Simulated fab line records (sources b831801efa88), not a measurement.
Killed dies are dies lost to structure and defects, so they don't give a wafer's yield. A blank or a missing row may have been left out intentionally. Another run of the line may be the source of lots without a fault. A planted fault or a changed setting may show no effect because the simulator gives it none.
Which tool is to blame? :: flow gf180mcu :: 13 lots, 39 wafers sampled, at 2 steps of a route of 602

== WHAT EACH GAUGE READ, for each wafer ==
GF_POLY_GATE_CD_MEAS_18. Usual: 279.8 nm for cdNm, sd 1.8.
lot: L271
measured: day 10 04:58
on: cdSem-01
cdNm (nm): 281.7 280.2 280.0
flag: 

lot: L272
measured: day 10 11:37
on: cdSem-02
cdNm (nm): 278.5 277.8 280.0
flag: 

lot: L274
measured: day 11 07:38
on: cdSem-02
cdNm (nm): 279.0 277.8 278.9
flag: 

lot: L275
measured: day 11 13:34
on: cdSem-02
cdNm (nm): 279.6 280.9 278.4
flag: 

lot: L279
measured: day 12 19:33
on: cdSem-01
cdNm (nm): 278.2 280.8 279.0
flag: 

lot: L280
measured: day 13 00:51
on: cdSem-01
cdNm (nm): 277.8 276.2 278.6
flag: 

lot: L281
measured: day 13 05:04
on: cdSem-02
cdNm (nm): 277.2 279.1 276.9
flag: 

lot: L284
measured: day 14 01:56
on: cdSem-01
cdNm (nm): 278.1 279.7 279.8
flag: 

lot: L285
measured: day 14 09:41
on: cdSem-01
cdNm (nm): 277.3 281.7 277.4
flag: 

lot: L288
measured: day 15 08:46
on: cdSem-01
cdNm (nm): 281.3 280.3 279.6
flag: 

lot: L289
measured: day 15 17:20
on: cdSem-02
cdNm (nm): 277.6 280.6 280.6
flag: 

lot: L290
measured: day 16 00:24
on: cdSem-02
cdNm (nm): 280.6 277.8 282.7
flag: 

lot: L291
measured: day 16 06:02
on: cdSem-02
cdNm (nm): 282.3 280.1 281.9
flag: 

GF_HV_LDD_TW_MEAS_50. Usual: HV_LDD_4_TW typically reads 568.4, with standard deviation 3.
lot: L271
measured: day 13 11:14
on: filmMetro-04
HV_LDD_4_TW: 566.6 565.2 568.0
flag: 

lot: L272
measured: day 13 17:50
on: filmMetro-02
HV_LDD_4_TW: 571.3 570.8 571.1
flag: 

lot: L274
measured: day 14 17:13
on: filmMetro-02
HV_LDD_4_TW: 564.3 565.8 567.3
flag: 

lot: L275
measured: day 14 23:45
on: filmMetro-02
HV_LDD_4_TW: 566.6 565.0 566.6
flag: 

lot: L279
measured: day 16 10:14
on: filmMetro-04
HV_LDD_4_TW: 570.1 564.7 567.2
flag: 

lot: L280
measured: day 16 17:08
on: filmMetro-04
HV_LDD_4_TW: 567.5 565.1 570.7
flag: 

lot: L281
measured: day 16 20:09
on: filmMetro-04
HV_LDD_4_TW: 566.4 565.6 565.2
flag: 

lot: L284
measured: day 17 19:28
on: filmMetro-04
HV_LDD_4_TW: 570.2 568.7 567.4
flag: 

lot: L285
measured: day 18 03:15
on: filmMetro-04
HV_LDD_4_TW: 564.5 564.2 562.2
flag: 

lot: L288
measured: day 19 03:59
on: filmMetro-04
HV_LDD_4_TW: 568.2 567.7 568.4
flag: 

lot: L289
measured: day 19 13:34
on: filmMetro-04
HV_LDD_4_TW: 567.1 568.6 567.8
flag: 

lot: L290
measured: day 19 22:05
on: filmMetro-02
HV_LDD_4_TW: 569.1 566.0 567.4
flag: 

lot: L291
measured: day 20 02:52
on: filmMetro-01
HV_LDD_4_TW: 568.4 569.7 567.0
flag: 

== EACH LOT AND THE TOOL THAT RAN IT (in order: tool; ch and the chambers of the sampled wafers; start) ==
The record holds no process step before these readings.

== WHAT THE TOOLS THEMSELVES READ (means of the sampled wafers that have a number; where no wafer has one, the mark that the record gives instead) ==
The record holds no such reading with a usual standard deviation.

== THE ANSWER, worked out from the rows above alone ==
Rule: take the mean of a lot's wafers that have a number; if it is more than 3 standard deviations from the usual mean, the lot is off. Also off: a lot with no number at a reading for which 4 or more lots have one. All remaining lots with rows at the step are treated as sound. Order of review: gauges by route order, followed by the tools' own readings, for which a lot's mean as printed above is used. At the first step where some lot is off, the reading lying furthest off is the one used; lots without a number count as furthest.
Across all readings shown, no lot is off: no conclusion can be drawn from this.

== WHAT THE SIMULATOR PUT IN ==
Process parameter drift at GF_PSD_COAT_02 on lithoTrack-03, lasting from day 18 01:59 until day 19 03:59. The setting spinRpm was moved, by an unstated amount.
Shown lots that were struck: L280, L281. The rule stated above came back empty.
